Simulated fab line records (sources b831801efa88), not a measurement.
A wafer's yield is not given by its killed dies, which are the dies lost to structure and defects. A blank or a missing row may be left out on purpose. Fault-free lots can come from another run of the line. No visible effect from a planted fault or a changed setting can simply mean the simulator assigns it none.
8D (eight disciplines) problem report, filled in by code || flow sky130 || the parts of the form that need people (team, actions taken, sign-off) are left out

== 1. PROBLEM STATEMENT ==
VIA4_HDPCVD_THK at SKY_VIA4_THK_MEAS_01 reads a mean of 1480 nm on 3 wafers of 2 lots; wafers without a fault read 1747 nm with a standard deviation of 17. That puts it -16 standard deviations away from the usual mean.
Seen first at day 44 18:34 on filmMetro-01, wafer L605.4. Wafers with a number at this step in the record: 33, from 11 lots. Rule for "out", or "out of limits": more than 4 standard deviations from the usual mean. All remaining wafers that have a number are taken as sound.

== 2. WHAT IT IS, WHAT IT ISN'T ==
{"question": "which readings at this step", "is": "VIA4_HDPCVD_THK", "is not": "-"}
{"question": "which lots", "is": "L605, L607", "is not": "L595, L596, L597, L608, L609, L612, L616, L617, L618"}
{"question": "which wafers of those lots", "is": "L605.4, L607.1, L607.4", "is not": "L605.2, L605.6, L607.5"}
{"question": "read on which gauges", "is": "filmMetro-01, filmMetro-03", "is not": "filmMetro-04"}
{"question": "when", "is": "from day 44 18:34", "is not": "up to then (11 sound wafers); but 19 sound wafers of L607, L608, L609, L612, L616, L617, L618 came after"}

== 3. WHAT RULES OUT EACH SUSPECT ==
Counting: if a tool at a process step up to the reading ran every lot that is out, it stays a suspect. Sound lots after the first of them don't rule it out here, since some wafers of a struck lot are sound.
- the gauge at SKY_VIA4_THK_MEAS_01 is ruled out. Those wafers that are out were read across 2 gauges (filmMetro-01, filmMetro-03).
- pvdSputter-02 at SKY_VIA3_SPUTTER_20 (material TiN, target thk 20 nm, time 80 s): kept. Every lot that is out went through it, the first being L605 (day 42 16:41); the last sound lot it ran before that was L597 (day 40 10:37).
- hdpcvd-01 at SKY_VIA4_HDPCVD_00 (deposits SiO2, target thk 1750 nm, time 291.7 s): kept. Every lot that is out went through it, the first being L605 (day 44 18:23); the last sound lot it ran before that was L597 (day 42 12:28). Its own runLengthS readings are out on those wafers.
- Within hdpcvd-01 at SKY_VIA4_HDPCVD_00: the wafers that are out ran in chamber 1; their sound lot-mates ran in chamber 0.
After counting, pvdSputter-02 at SKY_VIA3_SPUTTER_20 and hdpcvd-01 at SKY_VIA4_HDPCVD_00 remain.

== 4. THE CAUSE (what the simulator had put in) ==
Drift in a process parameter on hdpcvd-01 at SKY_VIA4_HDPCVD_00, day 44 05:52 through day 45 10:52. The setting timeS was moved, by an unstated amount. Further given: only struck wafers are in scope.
Of the 2 suspects that counting leaves, this tool is one.

== 5. SEQUENCE OF EFFECTS, ordered by route ==
One row per reading whose mean, taken over the struck wafers that have a number, lies over 3 standard deviations from the usual. Only readings for which the record gives a usual standard deviation are gone through. hours: the time from each lot's start at the first step in this table that gives one to its start at this step, as a median over the lots. sigmas: the change in usual standard deviations.
{"hours": 0, "step": "SKY_VIA4_HDPCVD_00", "reading": "runLengthS", "usual": "319.0 s", "on struck wafers": 271.9, "change": -47.1, "sigmas": -98}
{"hours": 0, "step": "SKY_VIA4_THK_MEAS_01", "reading": "VIA4_HDPCVD_THK", "usual": "1747 nm", "on struck wafers": 1480, "change": -267, "sigmas": -16}
Process steps it contains:
- SKY_VIA4_HDPCVD_00: deposits SiO2, target thk 1750 nm, time 291.7 s.
Later measuring or inspecting steps at which every struck wafer that the step has a row for has a number for every such reading, and none has moved that far: SKY_VIA4_OVL_MEAS_11.

== 6. WHAT WOULD HAVE CAUGHT IT SOONER ==
13 hours passed between the start of the fault at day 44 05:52 and the first reading out of limits at a measuring or inspecting step in this record, taken at day 44 18:34.
At SKY_VIA4_HDPCVD_00, the tool's own readings (runLengthS) were out on each struck wafer the step has a row for, so an alarm limit on them would have fired on the first such wafer.
Lots out: 2; of these, L607 started SKY_VIA4_HDPCVD_00 on hdpcvd-01 after day 44 18:34. A tool hold placed at that time would have kept it from harm.
